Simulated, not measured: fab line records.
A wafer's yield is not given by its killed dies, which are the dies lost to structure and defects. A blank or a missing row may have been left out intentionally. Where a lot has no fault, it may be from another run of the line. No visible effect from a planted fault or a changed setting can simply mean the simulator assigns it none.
Which tool is to blame? :: flow gf180mcu :: 13 lots with 38 wafers sampled at 4 steps, on a route of 602 steps

WHAT EACH GAUGE READ, for each wafer
GF_VT_IMPLANT_RS_MEAS_48: a four-point-probe measurement. Usual: for LVPWELL_RS the level is 1195.7 ohm/sq and the standard deviation is 2.5.
lot: L349
measured: day 7 15:15
on: film metro-02
LVPWELL_RS (ohm/sq): 1198.5 1199.8 1195.8
flag: 

lot: L351
measured: day 8 09:25
on: film metro-01
LVPWELL_RS (ohm/sq): 1195.8 1196.8 1198.6
flag: 

lot: L352
measured: day 8 14:53
on: film metro-03
LVPWELL_RS (ohm/sq): 1190.1 1189.1 1190.6
flag: 

lot: L353
measured: day 8 18:21
on: film metro-01
LVPWELL_RS (ohm/sq): 1198.0 1192.9 1196.5
flag: 

lot: L354
measured: day 9 06:13
on: film metro-03
LVPWELL_RS (ohm/sq): 1196.6 1197.5 1197.0
flag: 

lot: L355
measured: day 9 07:08
on: film metro-01
LVPWELL_RS (ohm/sq): 1194.9 1195.1 1199.1
flag: 

lot: L362
measured: day 11 05:11
on: film metro-01
LVPWELL_RS (ohm/sq): 1163.8 1168.8
flag: OFF

lot: L363
measured: day 11 10:16
on: film metro-02
LVPWELL_RS (ohm/sq): 1163.7 1163.6 1195.9
flag: OFF

lot: L364
measured: day 11 20:27
on: film metro-01
LVPWELL_RS (ohm/sq): 1192.5 1161.2 1196.5
flag: OFF

lot: L366
measured: day 12 06:01
on: film metro-03
LVPWELL_RS (ohm/sq): 1195.1 1195.1 1193.6
flag: 

lot: L367
measured: day 12 12:57
on: film metro-03
LVPWELL_RS (ohm/sq): 1197.5 1197.4 1198.2
flag: 

lot: L369
measured: day 13 02:37
on: film metro-02
LVPWELL_RS (ohm/sq): 1195.9 1196.6 1195.4
flag: 

lot: L371
measured: day 13 19:35
on: film metro-01
LVPWELL_RS (ohm/sq): 1193.5 1195.1 1193.1
flag: 

GF_CONTACT_CD_MEAS_14 targets a cd of 220 nm. Usual: cd nm at 220.0 nm, with a standard deviation of 1.2.
lot: L349
measured: day 15 22:01
on: cd sem-01
cd nm (nm): 218.5 219.8 220.1
flag: 

lot: L351
measured: day 17 00:47
on: cd sem-02
cd nm (nm): 221.6 221.3 220.0
flag: 

lot: L352
measured: day 17 10:29
on: cd sem-02
cd nm (nm): 220.4 221.6 220.9
flag: 

lot: L353
measured: day 17 14:28
on: cd sem-02
cd nm (nm): 221.4 222.1 221.3
flag: 

lot: L354
measured: day 18 12:18
on: cd sem-01
cd nm (nm): 219.9 219.7 221.2
flag: 

lot: L355
measured: day 18 11:05
on: cd sem-02
cd nm (nm): 220.1 219.1 219.1
flag: 

lot: L362
measured: day 20 19:21
on: cd sem-01
cd nm (nm): 219.0 218.8
flag: 

lot: L363
measured: day 21 06:18
on: cd sem-01
cd nm (nm): 220.5 219.9 220.2
flag: 

lot: L364
measured: day 21 18:13
on: cd sem-02
cd nm (nm): 221.5 223.0 220.5
flag: 

lot: L366
measured: day 22 04:51
on: cd sem-01
cd nm (nm): 218.7 219.9 218.6
flag: 

lot: L367
measured: day 22 12:55
on: cd sem-02
cd nm (nm): 218.2 217.7 218.4
flag: 

lot: L369
measured: day 23 03:40
on: cd sem-02
cd nm (nm): 218.9 220.5 219.9
flag: 

lot: L371
measured: day 23 22:48
on: cd sem-02
cd nm (nm): 219.7 219.2 220.4
flag: 

WHAT TOOL EACH LOT RAN ON (gives the tool, then ch and the chambers of the sampled wafers, and finally the start)
lot: L349
GF_LVPWELL_IMPLANT_09: implanter-04 ch 0, day 3 21:07
GF_VT_IMPLANT_STRIP_09: plasma asher-02 ch 0,1, day 5 16:32

lot: L351
GF_LVPWELL_IMPLANT_09: implanter-04 ch 0, day 4 13:05
GF_VT_IMPLANT_STRIP_09: plasma asher-01 ch 0,1, day 6 09:51

lot: L352
GF_LVPWELL_IMPLANT_09: implanter-03 ch 0, day 4 19:08
GF_VT_IMPLANT_STRIP_09: plasma asher-02 ch 0, day 6 14:23

lot: L353
GF_LVPWELL_IMPLANT_09: implanter-04 ch 0, day 4 21:01
GF_VT_IMPLANT_STRIP_09: plasma asher-03 ch 0,1, day 6 17:29

lot: L354
GF_LVPWELL_IMPLANT_09: implanter-01 ch 0, day 5 07:44
GF_VT_IMPLANT_STRIP_09: plasma asher-02 ch 0,1, day 7 04:44

lot: L355
GF_LVPWELL_IMPLANT_09: implanter-03 ch 0, day 5 07:44
GF_VT_IMPLANT_STRIP_09: plasma asher-01 ch 0,1, day 7 05:02

lot: L362
GF_LVPWELL_IMPLANT_09: implanter-03 ch 0, day 6 23:17
GF_VT_IMPLANT_STRIP_09: plasma asher-01 ch 1, day 8 23:07

lot: L363
GF_LVPWELL_IMPLANT_09: implanter-03 ch 0, day 7 04:08
GF_VT_IMPLANT_STRIP_09: plasma asher-03 ch 0,1, day 9 05:01

lot: L364
GF_LVPWELL_IMPLANT_09: implanter-03 ch 0, day 7 09:55
GF_VT_IMPLANT_STRIP_09: plasma asher-01 ch 0,1, day 9 12:35

lot: L366
GF_LVPWELL_IMPLANT_09: implanter-04 ch 0, day 7 20:02
GF_VT_IMPLANT_STRIP_09: plasma asher-01 ch 0,1, day 9 23:04

lot: L367
GF_LVPWELL_IMPLANT_09: implanter-01 ch 0, day 8 00:49
GF_VT_IMPLANT_STRIP_09: plasma asher-03 ch 0,1, day 10 04:07

lot: L369
GF_LVPWELL_IMPLANT_09: implanter-01 ch 0, day 8 14:04
GF_VT_IMPLANT_STRIP_09: plasma asher-03 ch 0,1, day 10 18:10

lot: L371
GF_LVPWELL_IMPLANT_09: implanter-01 ch 0, day 9 03:02
GF_VT_IMPLANT_STRIP_09: plasma asher-01 ch 1, day 11 08:28
- GF_LVPWELL_IMPLANT_09
- GF_VT_IMPLANT_STRIP_09: strips in O2/N2.

AS READ BY THE TOOLS THEMSELVES (means over the sampled wafers that have a number; for cases with no such wafer, the mark the record gives instead)
GF_LVPWELL_IMPLANT_09. Usual: beam on s 10.00 s, standard deviation 0.19; end station pressure torr 5.01e-06 Torr, standard deviation 2.9e-07; faraday current uA 28.2, standard deviation 0.54.
lot: L349
tool: implanter-04
beam on s (s): 9.87
end station pressure torr (Torr): 4.87e-06
faraday current uA: 28.6
flag: 

lot: L351
tool: implanter-04
beam on s (s): 9.76
end station pressure torr (Torr): 5.01e-06
faraday current uA: 28.9
flag: 

lot: L352
tool: implanter-03
beam on s (s): 10.06
end station pressure torr (Torr): 4.87e-06
faraday current uA: 28.0
flag: 

lot: L353
tool: implanter-04
beam on s (s): 10.03
end station pressure torr (Torr): 4.70e-06
faraday current uA: 28.1
flag: 

lot: L354
tool: implanter-01
beam on s (s): 9.85
end station pressure torr (Torr): 4.99e-06
faraday current uA: 28.6
flag: 

lot: L355
tool: implanter-03
beam on s (s): 9.95
end station pressure torr (Torr): 5.24e-06
faraday current uA: 28.4
flag: 

lot: L362
tool: implanter-03
beam on s (s): 11.91
end station pressure torr (Torr): 4.96e-06
faraday current uA: 23.6
flag: OFF

lot: L363
tool: implanter-03
beam on s (s): 11.03
end station pressure torr (Torr): 4.75e-06
faraday current uA: 25.7
flag: OFF

lot: L364
tool: implanter-03
beam on s (s): 10.34
end station pressure torr (Torr): 5.12e-06
faraday current uA: 27.3
flag: 

lot: L366
tool: implanter-04
beam on s (s): 10.05
end station pressure torr (Torr): 5.30e-06
faraday current uA: 28.1
flag: 

lot: L367
tool: implanter-01
beam on s (s): 10.07
end station pressure torr (Torr): 5.17e-06
faraday current uA: 28.0
flag: 

lot: L369
tool: implanter-01
beam on s (s): 10.09
end station pressure torr (Torr): 5.10e-06
faraday current uA: 27.9
flag: 

lot: L371
tool: implanter-01
beam on s (s): 9.99
end station pressure torr (Torr): 4.82e-06
faraday current uA: 28.2
flag: 

GF_VT_IMPLANT_STRIP_09. Usual: drypump motor current A 5.6 A, standard deviation 0.39; heater power w 348 W, standard deviation 32; oes product au 0.716 a.u., standard deviation 0.0041; strip time to endpoint s 12.66 s, standard deviation 0.034.
lot: L349
tool: plasma asher-02
drypump motor current A (A): 5.4
heater power w (W): 316
oes product au (a.u.): 0.715
strip time to endpoint s (s): 12.68
flag: 

lot: L351
tool: plasma asher-01
drypump motor current A (A): 5.4
heater power w (W): 346
oes product au (a.u.): 0.715
strip time to endpoint s (s): 12.69
flag: 

lot: L352
tool: plasma asher-02
drypump motor current A (A): 6.3
heater power w (W): 322
oes product au (a.u.): 0.714
strip time to endpoint s (s): 12.63
flag: 

lot: L353
tool: plasma asher-03
drypump motor current A (A): 5.6
heater power w (W): 363
oes product au (a.u.): 0.715
strip time to endpoint s (s): 12.69
flag: 

lot: L354
tool: plasma asher-02
drypump motor current A (A): 5.9
heater power w (W): 318
oes product au (a.u.): 0.713
strip time to endpoint s (s): 12.72
flag: 

lot: L355
tool: plasma asher-01
drypump motor current A (A): 5.4
heater power w (W): 338
oes product au (a.u.): 0.716
strip time to endpoint s (s): 12.61
flag: 

lot: L362
tool: plasma asher-01
drypump motor current A (A): 5.6
heater power w (W): 380
oes product au (a.u.): 0.717
strip time to endpoint s (s): 12.68
flag: 

lot: L363
tool: plasma asher-03
drypump motor current A (A): 5.7
heater power w (W): 364
oes product au (a.u.): 0.715
strip time to endpoint s (s): 12.69
flag: 

lot: L364
tool: plasma asher-01
drypump motor current A (A): 5.4
heater power w (W): 344
oes product au (a.u.): 0.713
strip time to endpoint s (s): 12.65
flag: 

lot: L366
tool: plasma asher-01
drypump motor current A (A): 5.4
heater power w (W): 343
oes product au (a.u.): 0.718
strip time to endpoint s (s): 12.66
flag: 

lot: L367
tool: plasma asher-03
drypump motor current A (A): 5.7
heater power w (W): 362
oes product au (a.u.): 0.712
strip time to endpoint s (s): 12.68
flag: 

lot: L369
tool: plasma asher-03
drypump motor current A (A): 5.7
heater power w (W): 359
oes product au (a.u.): 0.716
strip time to endpoint s (s): 12.67
flag: 

lot: L371
tool: plasma asher-01
drypump motor current A (A): 5.6
heater power w (W): 392
oes product au (a.u.): 0.715
strip time to endpoint s (s): 12.65
flag: 

THE ANSWER, worked out from the rows above alone
Rule: take the mean of a lot's wafers that have a number; if it is more than 3 standard deviations from the usual mean, the lot is off. Also off: a lot with no number at a reading for which 4 or more lots have one. Where the step has rows for the other lots, those lots are counted as sound. Order of review: gauges by route order, followed by the tools' own readings, for which a lot's mean as printed above is used. At the first step where some lot is off, the reading lying furthest off is the one used; lots without a number count as furthest.
Off: L362, L363, L364, seen at GF_VT_IMPLANT_RS_MEAS_48 (LVPWELL_RS).
If a tool, at a process step before that reading, ran all the lots that are off and no sound lot after the first of them, it fits. Gauges at GF_VT_IMPLANT_RS_MEAS_48: tried the same way as those tools. One fits: GF_LVPWELL_IMPLANT_09 on implanter-03. A fault onset in the window from L355 (day 5 07:44, its last sound lot) to L362 (day 6 23:17, its first lot off) fits.
The tool's own readings at GF_LVPWELL_IMPLANT_09 bear it out: on the lots that are off they differ by more than 5 times the standard deviation of the sound lots' means. beam on s reads 11.09 s there against 9.97 s on the sound lots; faraday current uA reads 25.5 there against 28.3 on the sound lots.

WHAT WAS PUT IN BY THE SIMULATOR
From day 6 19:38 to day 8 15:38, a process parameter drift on implanter-03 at GF_LVPWELL_IMPLANT_09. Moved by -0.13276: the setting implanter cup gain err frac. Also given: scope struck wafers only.
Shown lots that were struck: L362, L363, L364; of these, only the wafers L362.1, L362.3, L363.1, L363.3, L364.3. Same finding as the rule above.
